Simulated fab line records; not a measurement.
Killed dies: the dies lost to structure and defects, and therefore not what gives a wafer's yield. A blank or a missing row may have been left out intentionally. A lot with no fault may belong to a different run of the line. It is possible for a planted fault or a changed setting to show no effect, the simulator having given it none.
Split-lot trial + flow gf180mcu + on a route of 602 steps: 5 lots, 27 wafers read

== THE SPLIT ITSELF ==
At GF_POLY_GATE_CVD_00 (deposits poly-Si, target thk 200 nm, time 1200 s), the setting time-s was moved away from the recipe's 1200 s on 24 of the 27 wafers read, by -45.4% to +56.0%. For the rest of the wafers, this setting stayed at what the recipe calls for.

Split to reading: the file shows no intervening step.

== THE READING ==
POLY_GATE_CVD_00_THK in nanometres, read at GF_POLY_GATE_THK_MEAS_01. A value of 199.6 nm with a standard deviation of 2.2 nm is what fault-free wafers of this fab line usually give.

| wafer  | tool, chamber at the split | time-s as run, s | against the recipe | POLY_GATE_CVD_00_THK, nm | against lot-mates on the recipe |
|--------|----------------------------|------------------|--------------------|--------------------------|---------------------------------|
| L075.1 | -, -                       | 1872             | +56.0%             | 313.0                    | no lot-mate on the recipe       |
| L075.2 | -, -                       | 1872             | +56.0%             | 310.6                    | no lot-mate on the recipe       |
| L075.3 | -, -                       | 1872             | +56.0%             | 311.3                    | no lot-mate on the recipe       |
| L075.4 | -, -                       | 1872             | +56.0%             | 311.9                    | no lot-mate on the recipe       |
| L075.5 | -, -                       | 1872             | +56.0%             | 310.9                    | no lot-mate on the recipe       |
| L075.6 | -, -                       | 1872             | +56.0%             | 311.5                    | no lot-mate on the recipe       |
| L076.1 | -, -                       | 767.5            | -36.0%             | 127.4                    | no lot-mate on the recipe       |
| L076.2 | -, -                       | 767.5            | -36.0%             | 127.1                    | no lot-mate on the recipe       |
| L076.3 | -, -                       | 767.5            | -36.0%             | 129.0                    | no lot-mate on the recipe       |
| L076.4 | -, -                       | 767.5            | -36.0%             | 127.8                    | no lot-mate on the recipe       |
| L076.5 | -, -                       | 767.5            | -36.0%             | 127.5                    | no lot-mate on the recipe       |
| L076.6 | -, -                       | 767.5            | -36.0%             | 128.2                    | no lot-mate on the recipe       |
| L077.1 | -, -                       | 832.6            | -30.6%             | 142.1                    | no lot-mate on the recipe       |
| L077.2 | -, -                       | 832.6            | -30.6%             | 140.6                    | no lot-mate on the recipe       |
| L077.3 | -, -                       | 832.6            | -30.6%             | 139.3                    | no lot-mate on the recipe       |
| L077.4 | -, -                       | 832.6            | -30.6%             | 141.4                    | no lot-mate on the recipe       |
| L077.5 | -, -                       | 832.6            | -30.6%             | 143.0                    | no lot-mate on the recipe       |
| L077.6 | -, -                       | 832.6            | -30.6%             | 142.8                    | no lot-mate on the recipe       |
| L082.2 | lpcvd-02, 0                | 1200             | recipe             | 194.3                    | -                               |
| L082.3 | lpcvd-02, 0                | 1200             | recipe             | 195.4                    | -                               |
| L082.4 | lpcvd-02, 0                | 1200             | recipe             | 194.0                    | -                               |
| L084.1 | -, -                       | 655.2            | -45.4%             | 108.0                    | no lot-mate on the recipe       |
| L084.2 | -, -                       | 655.2            | -45.4%             | 107.4                    | no lot-mate on the recipe       |
| L084.3 | -, -                       | 655.2            | -45.4%             | 105.9                    | no lot-mate on the recipe       |
| L084.4 | -, -                       | 655.2            | -45.4%             | 109.1                    | no lot-mate on the recipe       |
| L084.5 | -, -                       | 655.2            | -45.4%             | 109.1                    | no lot-mate on the recipe       |
| L084.6 | -, -                       | 655.2            | -45.4%             | 107.1                    | no lot-mate on the recipe       |

FIT RESULTS
A straight line over all 27 wafers: POLY_GATE_CVD_00_THK changes by +1.99 nm for each +1% of time-s; r = +1.00; the points scatter about the line by 2.6 nm.
Too few moved wafers with a lot-mate on the recipe to fit a line net of each lot's own level.

== THE WHOLE CHAIN: every reading that the file lists as answering this split, in the file's order ==
| step                     | what it does                                     | reading                                                                             | change (the file's fit)              | r (the file's) |
|--------------------------|--------------------------------------------------|-------------------------------------------------------------------------------------|--------------------------------------|----------------|
| GF_POLY_GATE_CVD_00      | deposits poly-Si, target thk 200 nm, time 1200 s | poly-Si_of_POLY_GATE_CVD_00.thk-nm (the simulator's own value, which no gauge read) | +1.99 nm for each +1% of the setting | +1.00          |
| GF_POLY_GATE_THK_MEAS_01 |                                                  | POLY_GATE_CVD_00_THK                                                                | +1.99 for each +1% of the setting    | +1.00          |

== THE FILE'S OWN FIT ==
POLY_GATE_CVD_00_THK changes by +1.99 nm for each +1% of time-s, r = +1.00.
